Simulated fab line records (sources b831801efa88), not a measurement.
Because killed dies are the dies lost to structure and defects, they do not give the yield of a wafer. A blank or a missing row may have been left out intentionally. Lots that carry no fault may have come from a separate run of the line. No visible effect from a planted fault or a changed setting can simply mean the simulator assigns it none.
fab line records | flow sky130
record lots=5 | wafers=15 | last_day=50
route steps=708 shown CONTACT@430 METAL1@434
lots that met no fault: from a run of the same line without faults
start_h: start of the lot's first displayed wafer, in hours after the record's first day | wait_h: hours elapsed since this lot's preceding step | " repeats the value in the row above | L1.1+2: a single row standing in for several wafers | - no value present, or no start provided | * or withheld: withheld | < > ~ a bound
route shown NAME@n: NAME is a module with steps in the file, n the number in the route of the first one | usual: mean/standard deviation taken from wafers without a fault | same: alike in all rows | chamber/n: place in a boat | sites: per-site readings | _std_site: standard deviation of those values | _edge_site: mean of outer sites minus mean of inner sites | radius_mm: for every site, how far away it sits from the centre of the wafer | mask NAME#n: copy n | behind: tool/chamber where the wafer was last shaped | hold: the reason the lot was held/the length of the hold in hours/how it ended | device: whichever transistor did not switch (one of n, p or np) | end of line: the tests these same wafers got at the end of their route | a step with no rows: only its recipe | killed: dies that structure and defects cost at the first sort, which is not the same as the wafer's yield | map: shows each die of a wafer: x if killed, . if not, _ if none is there
set.NAME: setting as actually run; set.NAME@STEP: the setting as run at that earlier step | model.NAME: the simulator's own value behind a step, which no gauge read
lots at some steps of the route; a table a step, a row a wafer
services: from which hour (start_h, from the record's first day; less than 0 if before it) a tool's chamber was out of use, for how many hours, and why
## steps
# step SKY_CONTACT_CVD_24
# recipe material=W | target_thk_nm=340 | time_s=102.12 | temp_c=400 | pressure_torr=40
# usual heater_power_w=829/42
lot.wafer | tool     | chamber | start_h | wait_h | heater_power_w
L079.4    | cvd_w-02 | 1       | 769.14  | 0.1    | 806
L079.5    | "        | 0       | "       | "      | 827
L079.6    | "        | 1       | "       | "      | 802
L087.1    | cvd_w-01 | 0       | 838.25  | 0.0    | 896
L087.2    | "        | 1       | "       | "      | 775
L087.5    | "        | 0       | "       | "      | 889
L092.1    | cvd_w-02 | 0       | 882.85  | 0.0    | 826
L092.4    | "        | 0       | "       | "      | 847
L092.5    | "        | 0       | "       | "      | 833
L093.2    | cvd_w-02 | 1       | 884.44  | 0.0    | 806
L093.5    | "        | 1       | "       | "      | 811
L093.6    | "        | 0       | "       | "      | 823
L096.2    | cvd_w-01 | 0       | 901.25  | 0.0    | 870
L096.4    | "        | 1       | "       | "      | 783
L096.6    | "        | 1       | "       | "      | 806
# step SKY_CONTACT_RS_MEAS_25
# recipe thk_meas_gauge=four-point-probe | reads=W_of_CONTACT_CVD_24+TiN_of_CONTACT_SPUTTER_23
# usual CONTACT_W_RS=0.339/0.003
lot.wafer | tool          | chamber | start_h | wait_h | CONTACT_W_RS[ohm/sq]
L079.4    | film_metro-03 | -       | 769.27  | 0.1    | 0.341
L079.5    | "             | -       | "       | "      | 0.341
L079.6    | "             | -       | "       | "      | 0.339
L087.1    | film_metro-01 | -       | 838.36  | 0.1    | 0.343
L087.2    | "             | -       | "       | "      | 0.337
L087.5    | "             | -       | "       | "      | 0.337
L092.1    | film_metro-04 | -       | 882.96  | 0.1    | 0.340
L092.4    | "             | -       | "       | "      | 0.340
L092.5    | "             | -       | "       | "      | 0.336
L093.2    | film_metro-04 | -       | 884.57  | 0.1    | 0.336
L093.5    | "             | -       | "       | "      | 0.335
L093.6    | "             | -       | "       | "      | 0.334
L096.2    | film_metro-04 | -       | 901.38  | 0.1    | 0.335
L096.4    | "             | -       | "       | "      | 0.337
L096.6    | "             | -       | "       | "      | 0.332
# step SKY_CONTACT_THK_MEAS_26
# recipe thk_meas_gauge=xrf | reads=W_of_CONTACT_CVD_24
# usual CONTACT_W_THK=341/4.9
lot.wafer | tool          | chamber | start_h | wait_h | CONTACT_W_THK[nm]
L079.4    | film_metro-03 | -       | 769.36  | 0.1    | 337
L079.5    | "             | -       | "       | "      | 338
L079.6    | "             | -       | "       | "      | 340
L087.1    | film_metro-01 | -       | 838.48  | 0.1    | 336
L087.2    | "             | -       | "       | "      | 340
L087.5    | "             | -       | "       | "      | 343
L092.1    | film_metro-04 | -       | 883.08  | 0.1    | 335
L092.4    | "             | -       | "       | "      | 333
L092.5    | "             | -       | "       | "      | 336
L093.2    | film_metro-04 | -       | 884.68  | 0.1    | 336
L093.5    | "             | -       | "       | "      | 338
L093.6    | "             | -       | "       | "      | 341
L096.2    | film_metro-04 | -       | 901.49  | 0.1    | 340
L096.4    | "             | -       | "       | "      | 340
L096.6    | "             | -       | "       | "      | 346
# step SKY_CONTACT_CMP_27
# recipe stop_on=SiO2 | t_overpolish_s=15 | down_force_psi=3.5 | platen_rpm=60 | target_thk_nm=0 | pad_velocity_m_s=0.94248
# usual motor_current_A=11.6/1.8 | overpolish_run_s=15.000/0.0096 | retaining_ring_pressure_frac=1.001/0.0048 | time_to_endpoint_s=81/3.1
lot.wafer | tool   | chamber | start_h | wait_h | motor_current_A | overpolish_run_s | retaining_ring_pressure_frac | time_to_endpoint_s
L079.4    | cmp-01 | 0       | 769.54  | 0.2    | 11.3            | 15.005           | 0.999                        | 73
L079.6    | "      | 1       | "       | "      | 9.2             | 14.995           | 0.999                        | 82
L079.5    | "      | 2       | "       | "      | 11.2            | 14.973           | 0.998                        | 78
L087.1    | cmp-02 | 2       | 838.59  | 0.1    | 9.8             | 14.996           | 1.008                        | 79
L087.2    | "      | 3       | "       | "      | 10.4            | 14.977           | 0.993                        | 81
L087.5    | "      | 1       | "       | "      | 13.4            | 14.997           | 0.995                        | 80
L092.1    | cmp-01 | 1       | 883.19  | 0.1    | 9.0             | 14.987           | 1.000                        | 87
L092.4    | "      | 2       | "       | "      | 11.1            | 14.989           | 1.006                        | 81
L092.5    | "      | 0       | "       | "      | 10.6            | 14.999           | 1.013                        | 80
L093.2    | cmp-02 | 0       | 884.88  | 0.2    | 13.9            | 14.997           | 1.010                        | 77
L093.5    | "      | 1       | "       | "      | 13.9            | 14.994           | 0.997                        | 78
L093.6    | "      | 2       | "       | "      | 10.2            | 15.023           | 0.995                        | 79
L096.2    | cmp-02 | 0       | 901.54  | 0.0    | 13.9            | 15.017           | 0.999                        | 79
L096.4    | "      | 1       | "       | "      | 13.4            | 14.997           | 1.001                        | 83
L096.6    | "      | 0       | "       | "      | 13.1            | 15.008           | 1.000                        | 80
# step SKY_METAL1_SPUTTER_00
# recipe material=Ti | target_thk_nm=15 | power_w=3000 | time_s=10 | chamber_pressure_pa=0.4
# usual throttle_valve_pct=30.1/0.93
lot.wafer | tool           | chamber | start_h | wait_h | throttle_valve_pct
L079.4    | pvd_sputter-04 | -       | 769.69  | 0.1    | 30.6
L079.5    | "              | -       | "       | "      | 30.5
L079.6    | "              | -       | "       | "      | 29.0
L087.1    | pvd_sputter-03 | -       | 838.84  | 0.2    | 30.0
L087.2    | "              | -       | "       | "      | 31.7
L087.5    | "              | -       | "       | "      | 31.1
L092.1    | pvd_sputter-04 | -       | 883.44  | 0.2    | 31.4
L092.4    | "              | -       | "       | "      | 28.1
L092.5    | "              | -       | "       | "      | 28.8
L093.2    | pvd_sputter-03 | -       | 885.03  | 0.1    | 29.6
L093.5    | "              | -       | "       | "      | 29.5
L093.6    | "              | -       | "       | "      | 29.9
L096.2    | pvd_sputter-04 | -       | 901.84  | 0.2    | 31.4
L096.4    | "              | -       | "       | "      | 28.8
L096.6    | "              | -       | "       | "      | 31.2
# step SKY_METAL1_SPUTTER_01
# recipe material=TiN | target_thk_nm=20 | power_w=6500 | time_s=16.7 | chamber_pressure_pa=0.4
# usual throttle_valve_pct=30.1/0.91
lot.wafer | tool           | chamber | start_h | wait_h | throttle_valve_pct
L079.4    | pvd_sputter-04 | -       | 769.72  | 0.0    | 30.6
L079.5    | "              | -       | "       | "      | 30.6
L079.6    | "              | -       | "       | "      | 28.5
L087.1    | pvd_sputter-03 | -       | 838.86  | 0.0    | 29.8
L087.2    | "              | -       | "       | "      | 31.1
L087.5    | "              | -       | "       | "      | 31.3
L092.1    | pvd_sputter-04 | -       | 883.46  | 0.0    | 31.2
L092.4    | "              | -       | "       | "      | 28.3
L092.5    | "              | -       | "       | "      | 29.1
L093.2    | pvd_sputter-03 | -       | 885.05  | 0.0    | 29.3
L093.5    | "              | -       | "       | "      | 29.4
L093.6    | "              | -       | "       | "      | 29.7
L096.2    | pvd_sputter-04 | -       | 901.86  | 0.0    | 31.6
L096.4    | "              | -       | "       | "      | 28.8
L096.6    | "              | -       | "       | "      | 31.4
# step SKY_METAL1_SPUTTER_02
# recipe material=AlCu | target_thk_nm=250 | power_w=10600 | time_s=13.3 | chamber_pressure_pa=0.4
# usual throttle_valve_pct=30.1/0.94
lot.wafer | tool           | chamber | start_h | wait_h | throttle_valve_pct
L079.4    | pvd_sputter-04 | -       | 769.74  | 0.0    | 30.5
L079.5    | "              | -       | "       | "      | 30.3
L079.6    | "              | -       | "       | "      | 28.9
L087.1    | pvd_sputter-03 | -       | 838.89  | 0.0    | 29.9
L087.2    | "              | -       | "       | "      | 31.5
L087.5    | "              | -       | "       | "      | 31.5
L092.1    | pvd_sputter-04 | -       | 883.49  | 0.0    | 31.1
L092.4    | "              | -       | "       | "      | 28.2
L092.5    | "              | -       | "       | "      | 28.6
L093.2    | pvd_sputter-03 | -       | 885.08  | 0.0    | 29.4
L093.5    | "              | -       | "       | "      | 29.4
L093.6    | "              | -       | "       | "      | 30.0
L096.2    | pvd_sputter-04 | -       | 901.89  | 0.0    | 31.1
L096.4    | "              | -       | "       | "      | 28.9
L096.6    | "              | -       | "       | "      | 31.3
# step SKY_METAL1_SPUTTER_03
# recipe material=Ti | target_thk_nm=5 | power_w=3000 | time_s=3.3 | chamber_pressure_pa=0.4
# usual throttle_valve_pct=30.1/0.95
lot.wafer | tool           | chamber | start_h | wait_h | throttle_valve_pct
L079.4    | pvd_sputter-04 | -       | 769.77  | 0.0    | 30.5
L079.5    | "              | -       | "       | "      | 30.5
L079.6    | "              | -       | "       | "      | 28.8
L087.1    | pvd_sputter-03 | -       | 838.91  | 0.0    | 29.8
L087.2    | "              | -       | "       | "      | 31.6
L087.5    | "              | -       | "       | "      | 31.1
L092.1    | pvd_sputter-04 | -       | 883.51  | 0.0    | 31.5
L092.4    | "              | -       | "       | "      | 28.2
L092.5    | "              | -       | "       | "      | 28.8
L093.2    | pvd_sputter-03 | -       | 885.10  | 0.0    | 29.3
L093.5    | "              | -       | "       | "      | 29.4
L093.6    | "              | -       | "       | "      | 29.8
L096.2    | pvd_sputter-04 | -       | 901.91  | 0.0    | 31.3
L096.4    | "              | -       | "       | "      | 28.5
L096.6    | "              | -       | "       | "      | 31.3
# step SKY_METAL1_SPUTTER_04
# recipe material=TiN | target_thk_nm=70 | power_w=6500 | time_s=58.3 | chamber_pressure_pa=0.4
# usual throttle_valve_pct=30.1/0.94
lot.wafer | tool           | chamber | start_h | wait_h | throttle_valve_pct
L079.4    | pvd_sputter-04 | -       | 769.79  | 0.0    | 30.8
L079.5    | "              | -       | "       | "      | 30.4
L079.6    | "              | -       | "       | "      | 28.7
L087.1    | pvd_sputter-03 | -       | 838.93  | 0.0    | 29.9
L087.2    | "              | -       | "       | "      | 31.5
L087.5    | "              | -       | "       | "      | 31.4
L092.1    | pvd_sputter-04 | -       | 883.53  | 0.0    | 31.5
L092.4    | "              | -       | "       | "      | 28.1
L092.5    | "              | -       | "       | "      | 29.0
L093.2    | pvd_sputter-03 | -       | 885.12  | 0.0    | 29.7
L093.5    | "              | -       | "       | "      | 29.3
L093.6    | "              | -       | "       | "      | 30.0
L096.2    | pvd_sputter-04 | -       | 901.93  | 0.0    | 31.3
L096.4    | "              | -       | "       | "      | 28.8
L096.6    | "              | -       | "       | "      | 31.1
# step SKY_METAL1_RS_MEAS_05
# recipe thk_meas_gauge=four-point-probe | reads=TiN_of_METAL1_SPUTTER_04+Ti_of_METAL1_SPUTTER_03+AlCu_of_METAL1_SPUTTER_02+TiN_of_METAL1_SPUTTER_01+Ti_of_METAL1_SPUTTER_00
# usual METAL1_ALCU_RS=0.1260/0.0011
lot.wafer | tool          | chamber | start_h | wait_h | METAL1_ALCU_RS[ohm/sq]
L079.4    | film_metro-02 | -       | 769.89  | 0.1    | 0.1264
L079.5    | "             | -       | "       | "      | 0.1269
L079.6    | "             | -       | "       | "      | 0.1269
L087.1    | film_metro-04 | -       | 838.98  | 0.0    | 0.1284
L087.2    | "             | -       | "       | "      | 0.1275
L087.5    | "             | -       | "       | "      | 0.1268
L092.1    | film_metro-01 | -       | 883.58  | 0.0    | 0.1258
L092.4    | "             | -       | "       | "      | 0.1261
L092.5    | "             | -       | "       | "      | 0.1244
L093.2    | film_metro-04 | -       | 885.19  | 0.0    | 0.1248
L093.5    | "             | -       | "       | "      | 0.1246
L093.6    | "             | -       | "       | "      | 0.1263
L096.2    | film_metro-04 | -       | 902.00  | 0.0    | 0.1261
L096.4    | "             | -       | "       | "      | 0.1249
L096.6    | "             | -       | "       | "      | 0.1273
# step SKY_METAL1_THK_MEAS_06
# recipe thk_meas_gauge=xrf | reads=AlCu_of_METAL1_SPUTTER_02
# usual METAL1_ALCU_THK=256.6/2.7
lot.wafer | tool          | chamber | start_h | wait_h | METAL1_ALCU_THK[nm]
L079.4    | film_metro-02 | -       | 769.98  | 0.1    | 253.8
L079.5    | "             | -       | "       | "      | 253.1
L079.6    | "             | -       | "       | "      | 253.4
L087.1    | film_metro-04 | -       | 839.10  | 0.1    | 253.0
L087.2    | "             | -       | "       | "      | 254.6
L087.5    | "             | -       | "       | "      | 256.3
L092.1    | film_metro-01 | -       | 883.70  | 0.1    | 257.6
L092.4    | "             | -       | "       | "      | 258.0
L092.5    | "             | -       | "       | "      | 258.8
L093.2    | film_metro-04 | -       | 885.30  | 0.1    | 259.6
L093.5    | "             | -       | "       | "      | 259.4
L093.6    | "             | -       | "       | "      | 257.5
L096.2    | film_metro-04 | -       | 902.11  | 0.1    | 256.5
L096.4    | "             | -       | "       | "      | 258.7
L096.6    | "             | -       | "       | "      | 252.9
# step SKY_METAL1_DEHYDRATE_07
# recipe temp_c=200 | time_s=60
# usual plate_temp_C=199.98/0.15 | resist_line_temp_C=22.98/0.091
lot.wafer | tool           | chamber | start_h | wait_h | plate_temp_C | resist_line_temp_C
L079.4    | litho_track-04 | 0       | 783.04  | 13.0   | 200.08       | 22.91
L079.5    | "              | 0       | "       | "      | 200.17       | 22.83
L079.6    | "              | 0       | "       | "      | 200.13       | 22.97
L087.1    | litho_track-01 | 0       | 852.16  | 13.0   | 199.91       | 23.06
L087.2    | "              | 0       | "       | "      | 199.94       | 22.97
L087.5    | "              | 0       | "       | "      | 200.00       | 22.98
L092.1    | litho_track-01 | 0       | 895.11  | 11.4   | 199.97       | 22.93
L092.4    | "              | 0       | "       | "      | 199.97       | 22.89
L092.5    | "              | 0       | "       | "      | 200.05       | 22.86
L093.2    | litho_track-04 | 0       | 896.74  | 11.4   | 199.76       | 23.02
L093.5    | "              | 0       | "       | "      | 199.80       | 23.16
L093.6    | "              | 0       | "       | "      | 199.88       | 23.15
L096.2    | litho_track-04 | 0       | 913.29  | 11.2   | 200.00       | 23.06
L096.4    | "              | 0       | "       | "      | 200.00       | 23.04
L096.6    | "              | 0       | "       | "      | 199.87       | 22.97
# step SKY_METAL1_HMDS_08
# recipe prime_time_s=60 | prime_temp_c=120
# usual resist_line_temp_C=23.01/0.11
lot.wafer | tool           | chamber | start_h | wait_h | resist_line_temp_C
L079.4    | litho_track-04 | 0       | 783.19  | 0.1    | 22.92
L079.5    | "              | 0       | "       | "      | 22.80
L079.6    | "              | 0       | "       | "      | 22.91
L087.1    | litho_track-01 | 0       | 852.31  | 0.1    | 23.01
L087.2    | "              | 0       | "       | "      | 23.04
L087.5    | "              | 0       | "       | "      | 23.19
L092.1    | litho_track-01 | 0       | 895.26  | 0.1    | 23.05
L092.4    | "              | 0       | "       | "      | 23.04
L092.5    | "              | 0       | "       | "      | 22.94
L093.2    | litho_track-04 | 0       | 896.89  | 0.1    | 23.22
L093.5    | "              | 0       | "       | "      | 22.98
L093.6    | "              | 0       | "       | "      | 22.89
L096.2    | litho_track-04 | 0       | 913.44  | 0.1    | 23.00
L096.4    | "              | 0       | "       | "      | 23.12
L096.6    | "              | 0       | "       | "      | 23.02
# step SKY_METAL1_COAT_09
# recipe resist=BARC | temp_c=withheld | time_s=withheld | spin_rpm=3000 | resist_thk_nm=60
# usual resist_line_temp_C=*
lot.wafer | tool           | chamber | start_h | wait_h | resist_line_temp_C
L079.4    | litho_track-04 | 0       | 783.34  | 0.1    | *
L079.5    | "              | 0       | "       | "      | *
L079.6    | "              | 0       | "       | "      | *
L087.1    | litho_track-01 | 0       | 852.46  | 0.1    | *
L087.2    | "              | 0       | "       | "      | *
L087.5    | "              | 0       | "       | "      | *
L092.1    | litho_track-01 | 0       | 895.41  | 0.1    | *
L092.4    | "              | 0       | "       | "      | *
L092.5    | "              | 0       | "       | "      | *
L093.2    | litho_track-04 | 0       | 897.04  | 0.1    | *
L093.5    | "              | 0       | "       | "      | *
L093.6    | "              | 0       | "       | "      | *
L096.2    | litho_track-04 | 0       | 913.59  | 0.1    | *
L096.4    | "              | 0       | "       | "      | *
L096.6    | "              | 0       | "       | "      | *
# step SKY_METAL1_COAT_10
# recipe resist=KrF-thick | spin_rpm=3000 | resist_thk_nm=450
# usual resist_line_temp_C=22.97/0.12
lot.wafer | tool           | chamber | start_h | wait_h | resist_line_temp_C
L079.4    | litho_track-04 | 0       | -       | -      | 22.91
L079.5    | "              | 0       | "       | "      | 22.99
L079.6    | "              | 0       | "       | "      | 22.92
L087.1    | litho_track-01 | 0       | -       | -      | 22.83
L087.2    | "              | 0       | "       | "      | 23.04
L087.5    | "              | 0       | "       | "      | 22.96
L092.1    | litho_track-01 | 0       | -       | -      | 23.08
L092.4    | "              | 0       | "       | "      | 22.89
L092.5    | "              | 0       | "       | "      | 22.98
L093.2    | litho_track-04 | 0       | -       | -      | 22.90
L093.5    | "              | 0       | "       | "      | 23.02
L093.6    | "              | 0       | "       | "      | 23.27
L096.2    | litho_track-04 | 0       | -       | -      | 22.93
L096.4    | "              | 0       | "       | "      | 22.94
L096.6    | "              | 0       | "       | "      | 22.97
# step SKY_METAL1_SOFTBAKE_11
# recipe temp_c=100 | time_s=90 | resist=KrF-thick
# usual plate_temp_C=99.99/0.13 | resist_line_temp_C=23.03/0.11
lot.wafer | tool           | chamber | start_h | wait_h | plate_temp_C | resist_line_temp_C
L079.4    | litho_track-04 | 0       | -       | -      | 99.90        | 23.17
L079.5    | "              | 0       | "       | "      | 99.88        | 23.10
L079.6    | "              | 0       | "       | "      | 99.77        | 23.22
L087.1    | litho_track-01 | 0       | -       | -      | 100.17       | 23.15
L087.2    | "              | 0       | "       | "      | 100.12       | 22.98
L087.5    | "              | 0       | "       | "      | 100.05       | 22.95
L092.1    | litho_track-01 | 0       | -       | -      | 99.99        | 23.10
L092.4    | "              | 0       | "       | "      | 100.03       | 23.09
L092.5    | "              | 0       | "       | "      | 100.16       | 23.25
L093.2    | litho_track-04 | 0       | -       | -      | 100.01       | 23.06
L093.5    | "              | 0       | "       | "      | 100.15       | 22.99
L093.6    | "              | 0       | "       | "      | 100.27       | 22.90
L096.2    | litho_track-04 | 0       | -       | -      | 99.97        | 23.09
L096.4    | "              | 0       | "       | "      | 100.17       | 23.06
L096.6    | "              | 0       | "       | "      | 99.94        | 22.97
# step SKY_METAL1_EXPOSE_12
# recipe mask_id=MM1 | na=0.8 | source_shape=annular | sigma_inner=0.55 | sigma_outer=0.85 | target_cd_nm=140 | dose_mj=28
# usual focus_offset_nm=0.1/0.51 | stage_vel_mm_s=499.91/0.24
# same sigma_inner=0.55
lot.wafer | tool           | chamber | start_h | wait_h | mask  | focus_offset_nm | stage_vel_mm_s
L079.4    | krf_scanner-01 | 0       | -       | -      | MM1#0 | -0.1            | 499.92
L079.5    | "              | 0       | "       | "      | MM1#0 | 0.6             | 500.10
L079.6    | "              | 0       | "       | "      | MM1#0 | -0.2            | 499.94
L087.1    | krf_scanner-01 | 0       | -       | -      | MM1#0 | 0.5             | 499.53
L087.2    | "              | 0       | "       | "      | MM1#0 | 1.1             | 500.13
L087.5    | "              | 0       | "       | "      | MM1#0 | -0.6            | 499.71
L092.1    | krf_scanner-01 | 0       | -       | -      | MM1#0 | -0.3            | 499.50
L092.4    | "              | 0       | "       | "      | MM1#0 | 0.6             | 499.91
L092.5    | "              | 0       | "       | "      | MM1#0 | 0.1             | 499.51
L093.2    | krf_scanner-01 | 0       | -       | -      | MM1#0 | 0.3             | 499.59
L093.5    | "              | 0       | "       | "      | MM1#0 | 0.2             | 499.61
L093.6    | "              | 0       | "       | "      | MM1#0 | 0.9             | 499.91
L096.2    | krf_scanner-01 | 0       | -       | -      | MM1#0 | -0.1            | 499.75
L096.4    | "              | 0       | "       | "      | MM1#0 | 0.3             | 499.62
L096.6    | "              | 0       | "       | "      | MM1#0 | 0.2             | 499.87
## services
tool           | chamber | start_h | hours | kind
cmp-02         | -       | 769.29  | 1.8   | repair
cmp-02         | -       | 775.22  | 1.1   | repair
cmp-01         | -       | 776.88  | 5.4   | pm
krf_scanner-01 | 0       | 786.56  | -     | calibration
cvd_w-02       | 0       | 789.49  | 9.4   | repair
krf_scanner-01 | -       | 799.99  | 4.4   | pm
krf_scanner-01 | -       | 810.93  | 0.8   | pm
cvd_w-02       | -       | 823.88  | 14.6  | pm
pvd_sputter-04 | -       | 824.54  | 15.2  | repair
cmp-01         | -       | 836.99  | 4.8   | pm
litho_track-04 | -       | 840.54  | -     | consumable_replace:filter
pvd_sputter-04 | -       | 845.26  | 5.4   | repair
pvd_sputter-04 | -       | 848.16  | 11.0  | repair
cvd_w-02       | 1       | 850.13  | 14.2  | repair
pvd_sputter-03 | -       | 856.92  | 1.0   | repair
krf_scanner-01 | -       | 862.37  | 1.3   | pm
krf_scanner-01 | -       | 889.30  | 4.0   | pm
krf_scanner-01 | -       | 894.37  | 1.0   | pm
cmp-01         | -       | 898.71  | 1.2   | repair
pvd_sputter-04 | 1       | 901.98  | -     | consumable_replace:kit
pvd_sputter-04 | 1       | 901.98  | 18.0  | scheduled_down
pvd_sputter-04 | 1       | 901.98  | 18.0  | vent_cycle
cvd_w-02       | -       | 904.00  | 14.0  | pm
cmp-01         | -       | 912.20  | 4.0   | pm
## key
fault none
